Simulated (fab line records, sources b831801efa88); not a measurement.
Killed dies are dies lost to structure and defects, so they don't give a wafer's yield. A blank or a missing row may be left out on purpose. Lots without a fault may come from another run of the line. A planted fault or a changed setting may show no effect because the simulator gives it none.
A struck lot beside a sound one | flow sky130 | 29 steps out of a route of 708
Sound: wafers L856.4, L856.5, L856.6. Struck: wafers L870.1, L870.5, L870.6. The cause comes at the end.
At each step with rows: each side's tool, then ch and its chambers, then its first start. Under that, the readings that differ: sound wafers | struck wafers | difference of the means | sigmas: that difference in standard deviations of wafers without a fault.
alike: readings whose means differ by less than 2 such deviations, and words and numbers that are the same on both sides. not compared: withheld readings, readings that some wafer has no value for, bounds like >300 that may hide the same value, and numbers for which the record gives no deviation and whose values overlap.
The two part at a step that has a row with sigmas, a row that says differs or no value, or rows on one side only. Numbers that don't overlap but have no deviation are shown without sigmas and don't part them. A reading that every wafer of one side lacks parts them only if that side has two wafers or more.

SKY_LI_CONTACT_OVL_MEAS_13:
  sound on overlay-01, day 29 15:04; struck on overlay-01, day 34 09:20
  alike: LI_CONTACT_OVL
then, 1 step without rows for these wafers: SKY_LI_CONTACT_ETCH_14 (etches BARC in N2/H2, stops on SiO2, time 45.9 s, target depth 60 nm).
SKY_LI_CONTACT_ETCH_15: etches PSG in C4F8/O2/Ar, stops on Si, target depth 600 nm.
  sound on rie_diel-01 ch 0,2,3, day 29 15:08; struck on rie_diel-01 ch 0,3, day 34 09:25
  alike: oes_product_au
SKY_LI_CONTACT_STRIP_16: strips in O2/N2.
  sound on plasma_asher-02 ch 0,1, day 29 15:15; struck on plasma_asher-04 ch 0,1, day 34 09:29
  alike: drypump_motor_current_A, oes_product_au, strip_time_to_endpoint_s
  not compared: rf_hours_counter_h
then, 2 steps without rows for these wafers: SKY_LI_CONTACT_CLEAN_17 (cleans in NMP, time 600 s); SKY_LI_CONTACT_PRE_CLEAN_18 (time 5.6 s).
SKY_LI_CONTACT_SPUTTER_19: material Ti, target thk 20 nm, time 106.37 s.
  sound on pvd_sputter-02, day 29 15:31; struck on pvd_sputter-02, day 34 09:47
  alike: cathode_dc_power_W, chamber_pressure_pa, throttle_valve_pct
then, 1 step without rows for these wafers: SKY_LI_CONTACT_SPUTTER_20 (material TiN, target thk 20 nm, time 80 s).
SKY_LI_CONTACT_CVD_21: deposits W, target thk 400 nm, time 120.56 s.
  sound on cvd_w-02 ch 0,1, day 29 15:41; struck on cvd_w-01 ch 0,1, day 34 09:56
  reading            | sound       | struck      | difference | sigmas
  heater_power_w (W) | 748 787 740 | 901 881 816 | +108       | +2
SKY_LI_CONTACT_RS_MEAS_22: measures by four-point-probe.
  sound on film_metro-02, day 29 15:50; struck on film_metro-04, day 34 10:03
  alike: LI_CONTACT_W_RS
SKY_LI_CONTACT_THK_MEAS_23: measures by xrf.
  sound on film_metro-02, day 29 15:55; struck on film_metro-04, day 34 10:10
  alike: LI_CONTACT_W_THK
then, 1 step without rows for these wafers: SKY_LI_CONTACT_CMP_24 (polishes, stops on PSG, t overpolish 20 s, target thk 0 nm).
SKY_LOCAL_INTERCONNECT_SPUTTER_00: material TiN, target thk 100 nm, time 83.3 s.
  sound on pvd_sputter-03, day 29 16:15; struck on pvd_sputter-01, day 34 10:32
  no value came back on the struck wafers for cathode_dc_power_W (W), chamber_pressure_pa (Pa), throttle_valve_pct (%); on the sound wafers cathode_dc_power_W (W) reads 6500.6 6500.3 6499.0
SKY_LOCAL_INTERCONNECT_RS_MEAS_01: measures by four-point-probe.
  sound on film_metro-03, day 29 16:23; struck on film_metro-03, day 34 10:35
  reading                            | sound             | struck | difference                    | sigmas
  LOCAL_INTERCONNECT_TIN_RS (ohm/sq) | 14.25 14.32 14.26 | - - -  | no value on the struck wafers |
SKY_LOCAL_INTERCONNECT_THK_MEAS_02: measures by xrf.
  sound on film_metro-03, day 29 16:28; struck on film_metro-03, day 34 10:43
  reading                         | sound             | struck         | difference | sigmas
  LOCAL_INTERCONNECT_TIN_THK (nm) | 102.8 102.5 102.7 | <0.0 <0.0 <0.0 | differs    |
then, 8 steps without rows for these wafers: SKY_LOCAL_INTERCONNECT_DEHYDRATE_03 (time 60 s); SKY_LOCAL_INTERCONNECT_HMDS_04 (prime time 60 s); SKY_LOCAL_INTERCONNECT_COAT_05 (resist thk 60 nm); SKY_LOCAL_INTERCONNECT_COAT_06 (resist thk 450 nm); SKY_LOCAL_INTERCONNECT_SOFTBAKE_07 (time 90 s); SKY_LOCAL_INTERCONNECT_EXPOSE_08 (exposes mask LI1M, target cd 170 nm); SKY_LOCAL_INTERCONNECT_PEB_09; SKY_LOCAL_INTERCONNECT_DEVELOP_10 (develop time 60 s).
SKY_LOCAL_INTERCONNECT_CD_MEAS_11: target cd 170 nm.
  sound on cd_sem-02, day 30 19:53; struck on cd_sem-02, day 35 13:07
  alike: cd_nm
SKY_LOCAL_INTERCONNECT_OVL_MEAS_12:
  sound on overlay-02, day 30 19:58; struck on overlay-02, day 35 13:14
  reading                     | sound      | struck | difference | sigmas
  LOCAL_INTERCONNECT_OVL (nm) | -15 -11 -8 | 1 -1 4 | +13        | +2
SKY_LOCAL_INTERCONNECT_ETCH_13: etches BARC in N2/H2, stops on SiO2, time 45.9 s, target depth 60 nm.
  sound on rie_metal-04 ch 1, day 30 20:03; struck on rie_metal-03 ch 1, day 35 13:16
  alike: drypump_motor_current_A, oes_product_au, throttle_valve_pct
  not compared: rf_hours_counter_h
SKY_LOCAL_INTERCONNECT_METAL_ETCH_14: etches TiN in Cl2/BCl3, stops on PSG, target depth 110 nm, time 31.4 s.
  sound on rie_metal-04 ch 1, day 30 20:10; struck on rie_metal-03 ch 1, day 35 13:24
  reading                | sound                | struck               | difference | sigmas
  oes_product_au (a.u.)  | 0.933 0.930 0.930    | 0.488 0.488 0.486    | -0.444     | -62
  throttle_valve_pct (%) | 21.899 21.902 21.908 | 22.205 22.197 22.193 | +0.295     | +31
  alike: drypump_motor_current_A
  not compared: rf_hours_counter_h
then, 1 step without rows for these wafers: SKY_LOCAL_INTERCONNECT_STRIP_15 (strips in O2/N2).
-- the record jumps here: 14 days lie between the struck wafers' starts before and after (it left off in module LOCAL_INTERCONNECT and takes up again in module PAD_OPEN, whose first step shown is number 708 of the route) --
SKY_PAD_OPEN_PROBE_99:
  the record has rows for the struck wafers here (prober-02, day 49 15:02) and none for the sound ones

WHERE THEY PART
First at SKY_LI_CONTACT_CVD_21; last, within this record, at SKY_PAD_OPEN_PROBE_99.

WHY: what the simulator had put in
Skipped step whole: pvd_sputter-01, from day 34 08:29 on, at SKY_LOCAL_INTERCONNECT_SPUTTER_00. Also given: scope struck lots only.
